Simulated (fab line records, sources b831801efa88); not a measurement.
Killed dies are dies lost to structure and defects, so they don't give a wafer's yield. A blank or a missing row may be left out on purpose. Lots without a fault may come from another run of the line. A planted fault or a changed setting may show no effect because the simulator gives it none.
A struck lot beside a sound one | flow sky130 | 20 steps out of a route of 708
Sound: wafers L879.2, L879.3, L879.4. Struck: wafers L892.2, L892.4, L892.6. The cause comes at the end.
At each step with rows: each side's tool, then ch and its chambers, then its first start. Under that, the readings that differ: sound wafers | struck wafers | difference of the means | sigmas: that difference in standard deviations of wafers without a fault.
alike: readings whose means differ by less than 2 such deviations, and words and numbers that are the same on both sides. not compared: withheld readings, readings that some wafer has no value for, bounds like >300 that may hide the same value, and numbers for which the record gives no deviation and whose values overlap.
The two part at a step that has a row with sigmas, a row that says differs or no value, or rows on one side only. Numbers that don't overlap but have no deviation are shown without sigmas and don't part them. A reading that every wafer of one side lacks parts them only if that side has two wafers or more.

SKY_RES_XHIGH_STRIP_08: strips in O2/N2.
  sound on plasma_asher-04 ch 0,1, day 27 10:59; struck on plasma_asher-04 ch 0,1, day 31 09:35
  alike: drypump_motor_current_A, oes_product_au, strip_time_to_endpoint_s
  not compared: rf_hours_counter_h
SKY_RES_XHIGH_TW_MEAS_09:
  sound on film_metro-04, day 27 11:06; struck on film_metro-04, day 31 09:42
  alike: RES_XHIGH_TW
then, 7 steps without rows for these wafers: SKY_SD_N_DEHYDRATE_00 (time 60 s); SKY_SD_N_HMDS_01 (prime time 60 s); SKY_SD_N_COAT_02 (resist thk 1140 nm); SKY_SD_N_SOFTBAKE_03 (time 60 s); SKY_SD_N_EXPOSE_04 (exposes mask NSDM, target cd 380 nm); SKY_SD_N_PEB_05; SKY_SD_N_DEVELOP_06 (develop time 60 s).
SKY_SD_N_CD_MEAS_07: target cd 380 nm.
  sound on cd_sem-01, day 28 13:43; struck on cd_sem-01, day 32 12:11
  alike: cd_nm
SKY_SD_N_OVL_MEAS_08:
  sound on overlay-02, day 28 13:50; struck on overlay-02, day 32 12:17
  alike: SD_N_OVL
then, 1 step without rows for these wafers: SKY_SD_N_IMPLANT_09.
SKY_SD_N_IMPLANT_10:
  sound on implanter-03 ch 0, day 28 14:02; struck on implanter-01 ch 0, day 32 12:30
  reading            | sound                           | struck                      | difference | sigmas
  dose_ions_cm2      | 1.0016e+14 1.001e+14 1.0018e+14 | 4.04e+13 4.04e+13 4.054e+13 | -5.97e+13  | -99 or more
  faraday_current_uA | 485 484 485                     | 226 223 217                 | -263       | -8
SKY_SD_N_STRIP_11: strips in O2/N2.
  sound on plasma_asher-02 ch 0,1, day 28 14:10; struck on plasma_asher-01 ch 0,1, day 32 12:37
  alike: drypump_motor_current_A, oes_product_au, strip_time_to_endpoint_s
  not compared: rf_hours_counter_h
SKY_SD_N_TW_MEAS_12:
  sound on film_metro-03, day 28 14:16; struck on film_metro-03, day 32 12:44
  alike: SD_N_TW
then, 1 step without rows for these wafers: SKY_SD_N_CLEAN_13 (cleans in SC1/SC2, time 150 s).
SKY_SD_N_RTA_14: time 2 s.
  sound on rtp_anneal-02 ch 0, day 28 14:23; struck on rtp_anneal-02 ch 0, day 32 12:51
  alike: lamp_power_pct, wafer_temp_C_max
SKY_SD_N_RS_MEAS_16: measures by four-point-probe.
  sound on film_metro-04, day 28 14:34; struck on film_metro-03, day 32 13:02
  reading          | sound             | struck            | difference | sigmas
  SD_N_RS (ohm/sq) | 68.57 68.65 68.57 | 70.05 70.06 70.09 | +1.47      | +9
SKY_SD_N_RS_MEAS_17: measures by four-point-probe.
  sound on film_metro-04, day 28 14:41; struck on film_metro-03, day 32 13:09
  alike: SD_P_RS
-- the record jumps here: 17 days lie between the struck wafers' starts before and after (it left off in module SD_N and takes up again in module PAD_OPEN, whose first step shown is number 708 of the route) --
SKY_PAD_OPEN_PROBE_99:
  the record has rows for the struck wafers here (prober-02, day 49 05:46) and none for the sound ones

WHERE THEY PART
First at SKY_SD_N_IMPLANT_10; last, within this record, at SKY_PAD_OPEN_PROBE_99.

WHY: what the simulator had put in
Process parameter drift: implanter-01, from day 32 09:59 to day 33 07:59, at SKY_SD_N_IMPLANT_10. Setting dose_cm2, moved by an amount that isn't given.
